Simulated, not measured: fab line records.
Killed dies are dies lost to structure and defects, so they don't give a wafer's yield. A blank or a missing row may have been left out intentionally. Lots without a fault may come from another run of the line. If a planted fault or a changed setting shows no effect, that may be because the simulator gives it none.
Matching of chambers + flow sky130 + 4 sister chambers for SKY_LI_CONTACT_ETCH_15 on rie diel-04
The step etches PSG in C4F8/O2/Ar, stops on Si, target depth 600 nm. 16 wafers are shown with their chamber, then 8 later ones without.

## WAFERS WITH THEIR CHAMBER
| wafer  | chamber | bias w (W) | oes product au (a.u.) | chamber pressure mTorr (mTorr) |
|--------|---------|------------|-----------------------|--------------------------------|
| L957.1 | 0       | 1204       | 0.835                 | 40.05                          |
| L957.5 | 0       | 1199       | 0.840                 | 39.97                          |
| L957.6 | 1       | 1201       | 0.845                 | 39.89                          |
| L959.2 | 2       | 1205       | 0.841                 | 39.94                          |
| L959.3 | 0       | 1189       | 0.827                 | 40.01                          |
| L959.5 | 1       | 1194       | 0.832                 | 40.02                          |
| L960.2 | 1       | 1196       | 0.841                 | 40.04                          |
| L960.3 | 3       | 1203       | 0.833                 | 39.99                          |
| L960.5 | 1       | 1195       | 0.838                 | 39.97                          |
| L961.2 | 3       | 1201       | 0.833                 | 39.99                          |
| L961.3 | 1       | 1191       | 0.841                 | 40.03                          |
| L961.6 | 2       | 1205       | 0.833                 | 39.98                          |
| L971.2 | 1       | 1201       | 0.835                 | 40.01                          |
| L971.4 | 0       | 1201       | 0.837                 | 39.97                          |
| L971.5 | 0       | 1204       | 0.837                 | 39.95                          |
| L974.1 | 1       | 1205       | 0.834                 | 40.05                          |

SIGNATURES (averages over the wafers above)
| reading                | chamber 0 | chamber 1 | chamber 2 | chamber 3 | scatter within a chamber |
|------------------------|-----------|-----------|-----------|-----------|--------------------------|
| bias w                 | 1199.40   | 1197.57   | 1205.00   | 1202.00   | 4.99                     |
| oes product au         | 0.83520   | 0.83800   | 0.83700   | 0.83300   | 0.00463                  |
| chamber pressure mTorr | 39.9900   | 40.0014   | 39.9600   | 39.9900   | 0.0463                   |
Rule: for each reading, subtract the chamber's mean from the wafer's reading, divide by that reading's scatter and square the result; add these up over the readings and take the root, which gives the wafer's distance from the chamber. The wafer belongs to the nearest chamber; if the next one is less than 2 further off, it can't be placed. The scatter: take each reading less its chamber's mean, square it, sum over the shown wafers, divide by the number of wafers less the number of chambers, and take the root.

## WAFERS MISSING THEIR CHAMBER
| wafer  | bias w (W) | oes product au (a.u.) | chamber pressure mTorr (mTorr) |
|--------|------------|-----------------------|--------------------------------|
| L974.2 | 1201       | 0.840                 | 40.00                          |
| L974.5 | 1198       | 0.835                 | 40.01                          |
| L975.4 | 1195       | 0.837                 | 40.02                          |
| L975.5 | 1203       | 0.845                 | 39.97                          |
| L975.6 | 1199       | 0.835                 | 39.98                          |
| L977.2 | 1196       | 0.837                 | 39.96                          |
| L977.3 | 1194       | 0.833                 | 40.03                          |
| L977.6 | 1197       | 0.842                 | 39.96                          |

## CHAMBER TAKEN BY EACH
| wafer  | from the rows above               | in truth |
|--------|-----------------------------------|----------|
| L974.2 | can't be placed: 1 or 0 or 2 or 3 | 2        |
| L974.5 | can't be placed: 0 or 1 or 3 or 2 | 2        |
| L975.4 | can't be placed: 1 or 0 or 3 or 2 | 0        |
| L975.5 | can't be placed: 2 or 1 or 0 or 3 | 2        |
| L975.6 | can't be placed: 0 or 3 or 1 or 2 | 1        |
| L977.2 | can't be placed: 1 or 0 or 3 or 2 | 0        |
| L977.3 | can't be placed: 1 or 0 or 3 or 2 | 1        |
| L977.6 | can't be placed: 1 or 0 or 2 or 3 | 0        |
0 of 8 placed correctly. These rows do not allow placing 8 (true chamber among the candidates in 8). Wrongly placed: 0.
